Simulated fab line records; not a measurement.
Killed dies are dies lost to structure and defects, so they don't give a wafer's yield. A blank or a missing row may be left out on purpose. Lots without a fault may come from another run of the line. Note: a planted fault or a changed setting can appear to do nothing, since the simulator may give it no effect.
Problem report in the 8D (eight disciplines) form, filled by code | flow gf180mcu | the parts of the form that need people (team, actions taken, sign-off) are left out

== 1. THE ISSUE ==
runLengthS at GF_STI_ETCH_14 reads a mean of 84.6 s on 3 wafers of 3 lots; wafers without a fault read 131.1 s with a standard deviation of 0.37. That is -99 or more standard deviations from the usual mean.
The step: etches Si in HBr/Cl2/O2, target depth 360 nm, time 102.9 s.
Earliest sighting: wafer L549.5 on rieSi-02 at day 5 22:14. At this step, 43 wafers from 15 lots have a number in the record. By rule, "out" or "out of limits" means more than 4 standard deviations away from the usual mean. The rest of the wafers with a number are treated as sound.

== 2. WHAT IT IS; WHAT IT IS NOT ==
question                    | is                     | is not
which readings at this step | runLengthS             | drypumpMotorCurrentA, heBacksideLeakSccm, oesProductAu, throttleValvePct
which lots                  | L549, L550, L551       | L531, L532, L533, L534, L535, L536, L537, L538, L539, L540, L542, L554
which wafers of those lots  | L549.5, L550.5, L551.5 | L549.6, L550.4, L551.1, L551.3
read on which tools         | rieSi-02               | rieSi-01
when                        | from day 5 22:14       | up to then (34 sound wafers); but 6 sound wafers of L550, L551, L554 came after

== 3. WHAT RULES OUT EACH SUSPECT ==
Counting: if a tool at a process step up to the reading ran every lot that is out, it stays a suspect. Sound lots after the first of them don't rule it out here, since some wafers of a struck lot are sound.
- rieSi-02 at GF_STI_ETCH_14 (etches Si in HBr/Cl2/O2, target depth 360 nm, time 102.9 s): kept. Every lot that is out went through it, the first being L549 (day 5 22:14); the last sound lot it ran before that was L542 (day 4 10:05). Its own runLengthS readings are out on those wafers.
- Within rieSi-02 at GF_STI_ETCH_14: the wafers that are out ran in chambers 0, 3; their sound lot-mates ran in chambers 1, 2.
Left after counting: rieSi-02 at GF_STI_ETCH_14.

== 4. THE CAUSE (what the simulator had put in) ==
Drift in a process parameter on rieSi-02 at GF_STI_ETCH_14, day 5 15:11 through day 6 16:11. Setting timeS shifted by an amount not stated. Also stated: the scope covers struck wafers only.
The count eliminated every tool but this one.

== 5. SEQUENCE OF EFFECTS, ordered by route ==
One row per reading whose mean, taken over the struck wafers that have a number, lies over 3 standard deviations from the usual. Only readings whose record carries a usual standard deviation are examined. hours: median over the lots of the time between each lot's start at the first step of this table that gives one and its start at this step. sigmas: the change, counted in usual standard deviations.
hours | step            | reading              | usual      | on struck wafers | change | sigmas
0     | GF_STI_ETCH_14  | runLengthS           | 131.1 s    | 84.6             | -46.5  | -99 or more
0     | GF_STI_STRIP_15 | oesProductAu         | 0.384 a.u. | 0.410            | +0.026 | +5.7
0     | GF_STI_STRIP_15 | stripTimeToEndpointS | 3.73 s     | 4.29             | +0.56  | +17
The process steps in it:
- GF_STI_ETCH_14: etches Si in HBr/Cl2/O2, target depth 360 nm, time 102.9 s.
- GF_STI_STRIP_15: strips in O2/N2.
Later measuring or inspecting steps at which every struck wafer that the step has a row for has a number for every such reading, and none has moved that far: GF_VT_IMPLANT_TW_MEAS_32, GF_CONTACT_OVL_MEAS_15.

== 6. WHAT WOULD HAVE CAUGHT IT SOONER ==
7 hours passed between the start of the fault at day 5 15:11 and the first reading out of limits in this record, taken at day 5 22:14.
